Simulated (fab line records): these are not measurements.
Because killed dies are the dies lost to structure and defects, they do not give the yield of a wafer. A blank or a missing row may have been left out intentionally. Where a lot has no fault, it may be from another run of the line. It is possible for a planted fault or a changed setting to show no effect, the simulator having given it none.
What tool caused it? | flow sky130 | at 1 step of a route of 708, 13 lots with 38 wafers sampled

== WHAT THE GAUGES READ, wafer by wafer ==
SKY_LDD_HVP_OVL_MEAS_07. Usual: LDD_HVP_OVL gives 0.0 nm (standard deviation 1.6).
lot  | measured     | on         | LDD_HVP_OVL (nm) | flag
L154 | day 21 12:22 | overlay-01 | 1.2 0.8 2.0      |
L155 | day 22 03:22 | overlay-01 | -1.2 1.1 -0.6    |
L156 | day 22 17:07 | overlay-01 | -0.9 -0.4 -0.4   |
L157 | day 23 04:37 | overlay-01 | -3.7 -1.9 -1.1   |
L158 | day 23 05:41 | overlay-02 | 3.1 1.7 2.0      |
L162 | day 24 20:25 | overlay-01 | -3.4 -2.6 -2.7   |
L165 | day 26 01:50 | overlay-02 | -1.8 -1.3 -3.0   |
L167 | day 26 12:29 | overlay-02 | -1.8 -1.4 -2.2   |
L169 | day 26 22:41 | overlay-02 | 0.8 1.3 1.5      |
L171 | day 27 16:22 | overlay-01 | 0.7 -0.3 0.4     |
L172 | day 27 21:41 | overlay-01 | 1.5 0.6          |
L176 | day 28 20:19 | overlay-01 | 1.5 0.0 2.2      |
L177 | day 29 06:01 | overlay-01 | -0.2 -1.6 -1.4   |

== TOOL THAT RAN EACH LOT (tool first, then ch and the chambers of the sampled wafers, then the start) ==
No process step before these readings appears in the record.

== WHAT THE TOOLS THEMSELVES READ (means of the sampled wafers that have a number; where no wafer has one, the mark that the record gives instead) ==
The record holds no such reading with a usual standard deviation.

== THE ANSWER, worked out from the rows above alone ==
Rule: take the mean of a lot's wafers that have a number; if it is more than 3 standard deviations from the usual mean, the lot is off. A lot without any number at a reading at which 4 lots or more have one is off too. Where the step has rows for the other lots, those lots are counted as sound. The gauges are gone through in route order, then the tools' own readings, and for those a lot's mean is taken as printed above. At the first step where some lot is off, the reading lying furthest off is the one used; lots without a number count as furthest.
No lot is off on any of the readings shown, so nothing can be concluded from this.

== WHAT THE SIMULATOR HAD PUT IN ==
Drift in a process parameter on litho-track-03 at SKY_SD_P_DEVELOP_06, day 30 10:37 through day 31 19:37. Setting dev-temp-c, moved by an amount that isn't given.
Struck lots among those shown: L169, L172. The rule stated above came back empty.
